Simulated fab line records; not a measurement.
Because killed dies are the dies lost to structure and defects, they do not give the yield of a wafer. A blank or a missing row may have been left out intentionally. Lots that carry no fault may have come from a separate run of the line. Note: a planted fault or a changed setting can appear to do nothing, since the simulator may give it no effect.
Struck lot and sound lot, side by side | flow sky130 | 35 out of 708 route steps
Sound: the wafers L102.2, L102.4, L102.5. Wafers L990.2, L990.3, L990.4 were the ones struck. The cause is given at the end.
Order at every step that has rows: each side's tool, ch and its chambers, its first start. Under that, the readings that differ: sound wafers | struck wafers | difference of the means | sigmas: that difference in standard deviations of wafers without a fault.
alike: a reading whose means differ by less than 2 such deviations, as well as words and numbers matching on both sides. not compared: withheld readings; readings where some wafer has no value; bounds like >300 that might hide an equal value; numbers whose values overlap and for which the record gives no deviation.
The two part at a step that has a row with sigmas, a row that says differs or no value, or rows on one side only. Non-overlapping numbers with no deviation appear without sigmas and do not part them. A reading missing from all wafers of one side parts the sides only when that side holds two or more wafers.

first, 10 steps without rows for these wafers: SKY_GATE_OXIDE_COAT_05 (resist thk 1140 nm); SKY_GATE_OXIDE_SOFTBAKE_06 (time 60 s); SKY_GATE_OXIDE_EXPOSE_07 (exposes mask LVOM, target cd 600 nm); SKY_GATE_OXIDE_PEB_08; SKY_GATE_OXIDE_DEVELOP_09 (develop time 60 s); SKY_GATE_OXIDE_IMPLANT_11; SKY_GATE_OXIDE_WET_ETCH_12 (etches SiO2 in dHF, target depth 16.8 nm, time 336 s); SKY_GATE_OXIDE_STRIP_13 (strips in O2/N2); SKY_GATE_OXIDE_CLEAN_15 (cleans in SC1/SC2, time 150 s); SKY_GATE_OXIDE_OXIDATION_16 (stabilise 600 s, purge 300 s, target thk 3.57 nm).
SKY_POLY_GATE_CVD_00: deposits poly-Si, target thk 180 nm, time 720 s.
  sound on lpcvd-01 ch 0, day 21 05:40; struck on lpcvd-01 ch 1, day 15 19:10
  reading                                       | sound             | struck            | difference | sigmas
  spike-tc-lower-C (C)                          | 619.2 619.2 619.3 | 622.6 625.3 620.7 | +3.6       | +2
  model.poly-Si_of_POLY_GATE_CVD_00.thk-nm (nm) | 176.4 178.2 178.8 | 121.1 120.9 120.5 | -57.0      |
SKY_POLY_GATE_THK_MEAS_01:
  sound on film-metro-03 at day 21 07:29; struck on film-metro-04 at day 15 20:37
  reading                   | sound             | struck            | difference | sigmas
  POLY_GATE_CVD_00_THK (nm) | 176.5 178.2 178.9 | 121.1 120.8 120.5 | -57.1      | -27
  not compared: hold
then, 8 steps without rows for these wafers: SKY_RES_PROTECT_HMDS_01 (prime time 60 s); SKY_RES_PROTECT_COAT_02 (resist thk 1140 nm); SKY_RES_PROTECT_SOFTBAKE_03 (time 60 s); SKY_RES_PROTECT_EXPOSE_04 (exposes mask RPM, target cd 1270 nm); SKY_RES_PROTECT_PEB_05; SKY_RES_PROTECT_DEVELOP_06 (develop time 60 s); SKY_POLY_GATE_IMPLANT_02; SKY_RES_PROTECT_STRIP_07 (strips in O2/N2).
SKY_RES_PROTECT_CLEAN_09: cleans in SC1/SC2, time 150 s.
  sound on wet-bench-02 ch 1, day 22 14:23; struck on wet-bench-03 ch 3, day 17 00:44
  reading                                       | sound             | struck            | difference | sigmas
  model.poly-Si_of_POLY_GATE_CVD_00.thk-nm (nm) | 175.8 177.5 178.2 | 120.5 120.2 119.8 | -57.0      |
then, 11 steps without rows for these wafers: SKY_POLY_GATE_CVD_03 (deposits Si3N4 from DCS/NH3, target thk 75 nm, time 1290 s); SKY_POLY_GATE_DEHYDRATE_05 (time 60 s); SKY_POLY_GATE_HMDS_06 (prime time 60 s); SKY_POLY_GATE_COAT_07 (resist thk 110 nm); SKY_POLY_GATE_COAT_08 (resist thk 450 nm); SKY_POLY_GATE_SOFTBAKE_09 (time 91.84 s); SKY_POLY_GATE_EXPOSE_10 (exposes mask P1M, target cd 150 nm); SKY_POLY_GATE_PEB_11; SKY_POLY_GATE_DEVELOP_12 (develop time 60 s); SKY_POLY_GATE_ETCH_15 (etches BARC in N2/H2, stops on SiO2, time 118.5 s, target depth 110 nm); SKY_POLY_GATE_ETCH_16 (etches Si3N4 in CH3F/O2, stops on poly-Si, time 147.5 s, target depth 75 nm).
SKY_POLY_GATE_ETCH_17: etches poly-Si in HBr/Cl2, stops on SiO2, target depth 180 nm, time 70.5 s.
  sound on rie-si-02 ch 0,1, day 23 23:13; struck on rie-si-02 ch 1,2,3, day 18 08:07
  reading                               | sound             | struck            | difference | sigmas
  oes-product-au (a.u.)                 | 0.977 0.979 0.980 | 0.758 0.765 0.754 | -0.220     | -27
  model.etch.depth-nm (nm)              | 175.8 176.4 178.2 | 120.5 120.2 119.8 | -56.6      |
  model.POLY_GATE.feature-depth-nm (nm) | 175.8 176.4 178.2 | 120.5 120.2 119.8 | -56.6      |
  alike: HBr_flow_sccm, bias-w, drypump-motor-current-A, rf-fwd-power-W, throttle-valve-pct
  not compared: rf-hours-counter-h
then, 1 step without rows for these wafers: SKY_POLY_GATE_STRIP_18 (strips in O2/N2).
-- record jumps: 29 days separate the struck wafers' starts on either side; left off in module POLY_GATE, taken up again in module PAD_OPEN, whose first shown step is the route's number 708 --
SKY_PAD_OPEN_PROBE_99:
  sound on prober-02 at day 50 14:35; struck on prober-02 at day 46 22:11
  reading                              | sound             | struck           | difference | sigmas
  model.etest.res-xhigh-po.line-ohm-um | 5452 5380 5441    | 5123 5199 5261   | -230       |
  model.etest.res-high-po.line-ohm-um  | 744.4 738.2 732.4 | 987.8 995.4 1016 | +261.4     |
  model.etest.res-poly.line-ohm-um     | 523.7 513.8 498.2 | 765 731.6 743.8  | +235       |
  model.etest.res-xhigh-po.rs-ohm-sq   | 1913 1912 1905    | 1794 1816 1813   | -102       |
  model.etest.tip-sonos.rs-ohm-sq      | 2775 2763 2751    | 2440 2478 2432   | -313       |
  model.etest.res-high-po.rs-ohm-sq    | 261.2 259.8 257.4 | 346 351.4 354.5  | +91        |
  model.etest.licon-high-po.rc-ohm     | 334.2 346.7 341   | 324.9 312 316.1  | -23.0      |
  alike: killed_at_M0_to_M3, killed_at_M4_up, killed-at-contacts, killed-at-front-end, killed-at-other, killed-dies, killed-open, killed-short
  not compared: model.etest.res-pwde-under-gate.rs-ohm-sq

WHERE THEY PART
Earliest at SKY_POLY_GATE_CVD_00; latest, in this record, at SKY_POLY_GATE_ETCH_17. Later steps at which nothing parts them and some readings are alike: SKY_PAD_OPEN_PROBE_99.

WHY: whatever the simulator had introduced
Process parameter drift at SKY_POLY_GATE_CVD_00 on lpcvd-01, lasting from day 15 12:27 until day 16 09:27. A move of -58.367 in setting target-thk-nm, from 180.
